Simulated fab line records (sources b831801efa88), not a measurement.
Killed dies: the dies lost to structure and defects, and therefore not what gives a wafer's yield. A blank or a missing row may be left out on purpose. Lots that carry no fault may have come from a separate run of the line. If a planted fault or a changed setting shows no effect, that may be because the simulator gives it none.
A lot that was struck, set against a sound lot || flow sky130 || 24 out of 708 route steps
Sound: the wafers L393.2, L393.3, L393.6. Struck: wafers L403.3, L403.5, L403.6. The cause is given at the end.
For every step that has rows: the tool of each side, followed by ch and its chambers, followed by its first start. Under that, the readings that differ: sound wafers || struck wafers || difference of the means || sigmas: that difference in standard deviations of wafers without a fault.
alike: a reading whose means differ by less than 2 such deviations, as well as words and numbers matching on both sides. not compared: withheld readings; readings where some wafer has no value; bounds like >300 that might hide an equal value; numbers whose values overlap and for which the record gives no deviation.
Wherever a step has rows on one side only, a row that says differs or no value, or a row with sigmas, the two part there. Numbers that have no deviation but don't overlap get no sigmas and don't part them. A reading that every wafer of one side lacks parts them only if that side has two wafers or more.

SKY_METAL1_METAL_ETCH_19: etches the open film in Cl2/BCl3, stops on SiO2, target depth 360 nm, time 78 s.
  sound on rie metal-02 ch 0,1, day 33 05:02; struck on rie metal-02 ch 0,1, day 36 17:53
  alike: drypump motor current A, he backside leak sccm, oes product au, throttle valve pct
  not compared: rf hours counter h
SKY_METAL1_STRIP_20: strips in O2/N2.
  sound on plasma asher-01 ch 0,1, day 33 05:07; struck on plasma asher-02 ch 0,1, day 36 17:59
  alike: drypump motor current A, oes product au, strip time to endpoint s
  not compared: rf hours counter h
then, 4 steps without rows for these wafers: SKY_METAL1_STRIP_21 (strips in post etch residue remover, time 1200 s); SKY_METAL1_CLEAN_22 (cleans in IPA, time 180 s); SKY_METAL1_CLEAN_23 (cleans in O3/DIW); SKY_VIA1_HDPCVD_00 (deposits SiO2, target thk 1030 nm, time 171.7 s).
SKY_VIA1_THK_MEAS_01:
  sound: film metro-02 at day 33 05:50; struck: film metro-02 at day 36 18:41
  alike: VIA1_HDPCVD_THK
SKY_VIA1_CMP_02: polishes SiO2.
  sound on cmp-02 ch 0,1,3, day 33 06:16; struck on cmp-01 ch 0,1,2, day 36 18:52
  alike: motor current A
SKY_VIA1_BOW_MEAS_03:
  sound: film metro-01 at day 33 06:31; struck: film metro-02 at day 36 19:04
  alike: VIA1_BOW
then, 3 steps without rows for these wafers: SKY_VIA1_DEHYDRATE_04 (time 60 s); SKY_VIA1_HMDS_05 (prime time 60 s); SKY_VIA1_COAT_06 (resist thk 60 nm).
SKY_VIA1_COAT_07: resist thk 450 nm.
  sound on litho track-03 ch 0, day 33 19:00; struck on litho track-03 ch 0, day 37 07:00
{"reading": "model.KrF-thick_of_VIA1_COAT_07.thk nm (nm)", "sound": "452.3 452 451.8", "struck": "474.8 475.8 473.5", "difference": "+22.7", "sigmas": ""}
then, 4 steps without rows for these wafers: SKY_VIA1_SOFTBAKE_08 (time 90 s); SKY_VIA1_EXPOSE_09 (exposes mask VIM, target cd 150 nm); SKY_VIA1_PEB_10; SKY_VIA1_DEVELOP_11 (develop time 60 s).
SKY_VIA1_CD_MEAS_12: target cd 150 nm.
  sound: cd sem-01 at day 34 08:38; struck: cd sem-02 at day 37 20:45
  alike: cd nm
SKY_VIA1_OVL_MEAS_13:
  sound: overlay-02 at day 34 08:44; struck: overlay-01 at day 37 20:50
  alike: VIA1_OVL
SKY_VIA1_ETCH_14: etches BARC in N2/H2, stops on SiO2, time 45.9 s, target depth 60 nm.
  sound on rie diel-03 ch 0,3, day 34 08:46; struck on rie diel-02 ch 2,3, day 37 20:52
  alike: drypump motor current A, oes product au, throttle valve pct
  not compared: rf hours counter h
SKY_VIA1_ETCH_15: etches SiO2 in C4F8/O2/Ar, stops on TiN, target depth 351 nm, time 54 s.
  sound on rie diel-03 ch 0,3, day 34 08:49; struck on rie diel-02 ch 2,3, day 37 20:55
{"reading": "model.KrF-thick_of_VIA1_COAT_07.thk nm (nm)", "sound": "322.4 325.2 325.3", "struck": "348.1 349.4 345.9", "difference": "+23.5", "sigmas": ""}
  alike: oes product au
  not compared: rf hours counter h
SKY_VIA1_STRIP_16: strips in O2/N2.
  sound on plasma asher-04 ch 0,1, day 34 08:51; struck on plasma asher-03 ch 0,1, day 37 20:59
{"reading": "oes product au (a.u.)", "sound": "0.421 0.406 0.423", "struck": "0.422 0.430 0.428", "difference": "+0.010", "sigmas": "+2"}
{"reading": "strip time to endpoint s (s)", "sound": "4.465 4.499 4.487", "struck": "4.708 4.734 4.702", "difference": "+0.231", "sigmas": "+9"}
  alike: drypump motor current A
  not compared: rf hours counter h
then, 1 step without rows for these wafers: SKY_VIA1_STRIP_17 (strips in post etch residue remover, time 1200 s).
SKY_PAD_OPEN_PROBE_99:
  sound wafers here have rows in the record (prober-02, day 46 01:17); struck ones have none

== WHERE THEY PART ==
Earliest at SKY_VIA1_STRIP_16; latest, in this record, at SKY_PAD_OPEN_PROBE_99.

WHY: whatever the simulator had introduced
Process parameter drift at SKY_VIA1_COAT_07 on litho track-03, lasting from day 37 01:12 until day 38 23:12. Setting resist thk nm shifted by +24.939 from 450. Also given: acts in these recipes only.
